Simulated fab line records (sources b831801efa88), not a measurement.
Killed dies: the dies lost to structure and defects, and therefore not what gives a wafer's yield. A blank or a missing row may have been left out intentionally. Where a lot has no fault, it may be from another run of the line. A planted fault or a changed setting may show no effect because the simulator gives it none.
Which of the tools did it? | flow sky130 | 15 lots with 45 wafers sampled at 3 steps, on a route of 708 steps

## WHAT EACH GAUGE READ, for each wafer
SKY_VIA3_RS_MEAS_22: the measuring method here is four-point-probe. Usual: VIA3_W_RS typically reads 0.294 ohm/sq, with standard deviation 0.0035.
lot  | measured     | on            | VIA3_W_RS (ohm/sq) | flag
L920 | day 39 15:01 | film metro-03 | 0.286 0.294 0.292  |
L921 | day 39 19:37 | film metro-03 | 0.293 0.290 0.293  |
L922 | day 39 19:58 | film metro-01 | 0.297 0.294 0.300  |
L925 | day 41 02:17 | film metro-04 | 0.300 0.301 0.290  |
L927 | day 41 08:29 | film metro-01 | 0.293 0.290 0.288  |
L926 | day 41 11:58 | film metro-04 | 0.297 0.299 0.296  |
L928 | day 41 20:15 | film metro-01 | 0.297 0.290 0.288  |
L932 | day 44 18:31 | film metro-03 | 0.294 0.292 0.293  |
L933 | day 44 23:39 | film metro-01 | 0.289 0.294 0.291  |
L934 | day 44 23:37 | film metro-04 | 0.299 0.297 0.300  |
L937 | day 45 02:38 | film metro-01 | 0.295 0.295 0.296  |
L939 | day 45 08:53 | film metro-04 | 0.294 0.297 0.289  |
L941 | day 45 13:01 | film metro-01 | 0.288 0.298 0.289  |
L940 | day 45 13:04 | film metro-03 | 0.294 0.294 0.296  |
L943 | day 46 03:44 | film metro-03 | 0.293 0.288 0.294  |

## TOOL THAT RAN EACH LOT (tool first, then ch and the chambers of the sampled wafers, then the start)
lot  | SKY_VIA3_ETCH_14                   | SKY_VIA3_ETCH_15
L920 | rie diel-01 ch 0,1, day 39 14:06   | rie diel-01 ch 0,1, day 39 14:08
L921 | rie diel-03 ch 0,2,3, day 39 18:40 | rie diel-03 ch 0,2,3, day 39 18:42
L922 | rie diel-01 ch 0,3, day 39 19:01   | rie diel-01 ch 0,3, day 39 19:03
L925 | rie diel-03 ch 0,2,3, day 41 00:51 | rie diel-03 ch 0,2,3, day 41 00:53
L927 | rie diel-01 ch 1,2, day 41 07:04   | rie diel-01 ch 1,2, day 41 07:06
L926 | rie diel-01 ch 0,1,3, day 41 11:04 | rie diel-01 ch 0,1,3, day 41 11:07
L928 | rie diel-04 ch 0,1,3, day 41 19:22 | rie diel-04 ch 0,1,3, day 41 19:24
L932 | rie diel-03 ch 2,3, day 44 17:36   | rie diel-03 ch 2,3, day 44 17:38
L933 | rie diel-04 ch 0,1,2, day 44 22:39 | rie diel-04 ch 0,1,2, day 44 22:41
L934 | rie diel-01 ch 0,1, day 44 22:43   | rie diel-01 ch 0,1, day 44 22:45
L937 | rie diel-04 ch 0,2,3, day 45 01:40 | rie diel-04 ch 0,2,3, day 45 01:43
L939 | rie diel-03 ch 1,2,3, day 45 07:40 | rie diel-03 ch 1,2,3, day 45 07:42
L941 | rie diel-04 ch 0,1,3, day 45 11:42 | rie diel-04 ch 0,1,3, day 45 11:44
L940 | rie diel-01 ch 0,1,2, day 45 12:03 | rie diel-01 ch 0,1,2, day 45 12:05
L943 | rie diel-04 ch 2,3, day 46 02:45   | rie diel-04 ch 2,3, day 46 02:47
- SKY_VIA3_ETCH_14: etches BARC in N2/H2, stops on SiO2, time 45.9 s, target depth 60 nm.
- SKY_VIA3_ETCH_15: etches SiO2 in C4F8/O2/Ar, stops on TiN, target depth 507 nm, time 78 s.

## WHAT THE TOOLS THEMSELVES READ (means of the sampled wafers that have a number; where no wafer has one, the mark that the record gives instead)
SKY_VIA3_ETCH_14. Usual: bias w 100.00 W, standard deviation 0.28; chamber pressure mTorr 30.002 mTorr, standard deviation 0.025; drypump motor current A 5.7 A, standard deviation 0.55; oes product au 0.855 a.u., standard deviation 0.0046; throttle valve pct 13.225 %, standard deviation 0.0086.
lot  | tool        | bias w (W) | chamber pressure mTorr (mTorr) | drypump motor current A (A) | oes product au (a.u.) | throttle valve pct (%) | flag
L920 | rie diel-01 | 99.86      | 29.999                         | 6.6                         | 0.858                 | 13.227                 |
L921 | rie diel-03 | 100.10     | 30.011                         | 5.4                         | 0.853                 | 13.229                 |
L922 | rie diel-01 | 99.99      | 29.997                         | 6.1                         | 0.854                 | 13.217                 |
L925 | rie diel-03 | 100.20     | 29.975                         | 5.4                         | 0.858                 | 13.220                 |
L927 | rie diel-01 | 100.03     | 29.982                         | 6.2                         | 0.853                 | 13.216                 |
L926 | rie diel-01 | 99.93      | 29.982                         | 6.3                         | 0.849                 | 13.227                 |
L928 | rie diel-04 | 100.11     | 29.989                         | 5.5                         | 0.854                 | 13.217                 |
L932 | rie diel-03 | 99.89      | 30.019                         | 5.0                         | 0.856                 | 13.224                 |
L933 | rie diel-04 | 100.17     | 29.984                         | 5.7                         | 0.856                 | 13.227                 |
L934 | rie diel-01 | 100.24     | 29.991                         | 6.5                         | 0.860                 | 13.227                 |
L937 | rie diel-04 | 100.05     | 30.042                         | 5.5                         | 0.858                 | 13.223                 |
L939 | rie diel-03 | 100.12     | 30.020                         | 5.0                         | 0.854                 | 13.216                 |
L941 | rie diel-04 | 99.77      | 29.996                         | 5.5                         | 0.852                 | 13.230                 |
L940 | rie diel-01 | 100.26     | 30.017                         | 6.2                         | 0.860                 | 13.218                 |
L943 | rie diel-04 | 99.87      | 30.028                         | 5.1                         | 0.852                 | 13.218                 |

SKY_VIA3_ETCH_15. Usual: bias w 1200 W, standard deviation 3.7; chamber pressure mTorr 40.00 mTorr, standard deviation 0.038; oes product au 0.946 a.u., standard deviation 0.0047.
lot  | tool        | bias w (W) | chamber pressure mTorr (mTorr) | oes product au (a.u.) | flag
L920 | rie diel-01 | 1202       | 40.01                          | 0.947                 |
L921 | rie diel-03 | 1201       | 39.99                          | 0.948                 |
L922 | rie diel-01 | 1200       | 39.95                          | 0.947                 |
L925 | rie diel-03 | 1205       | 39.99                          | 0.948                 |
L927 | rie diel-01 | 1201       | 40.03                          | 0.945                 |
L926 | rie diel-01 | 1197       | 40.04                          | 0.946                 |
L928 | rie diel-04 | 1202       | 39.97                          | 0.946                 |
L932 | rie diel-03 | 1195       | 40.01                          | 0.946                 |
L933 | rie diel-04 | 1201       | 40.01                          | 0.949                 |
L934 | rie diel-01 | 1198       | 40.00                          | 0.944                 |
L937 | rie diel-04 | 1199       | 40.04                          | 0.942                 |
L939 | rie diel-03 | 1198       | 39.99                          | 0.945                 |
L941 | rie diel-04 | 1205       | 40.00                          | 0.947                 |
L940 | rie diel-01 | 1198       | 40.05                          | 0.948                 |
L943 | rie diel-04 | 1198       | 39.99                          | 0.949                 |

## THE ANSWER, worked out from the rows above alone
Rule: take the mean of a lot's wafers that have a number; if it is more than 3 standard deviations from the usual mean, the lot is off. A lot without any number at a reading at which 4 lots or more have one is off too. Where the step has rows for the other lots, those lots are counted as sound. The gauges are gone through in route order, then the tools' own readings, and for those a lot's mean is taken as printed above. At the first step where some lot is off, the reading lying furthest off is the one used; lots without a number count as furthest.
No lot is off on any of the readings shown, so nothing can be concluded from this.

## WHAT THE SIMULATOR HAD PUT IN
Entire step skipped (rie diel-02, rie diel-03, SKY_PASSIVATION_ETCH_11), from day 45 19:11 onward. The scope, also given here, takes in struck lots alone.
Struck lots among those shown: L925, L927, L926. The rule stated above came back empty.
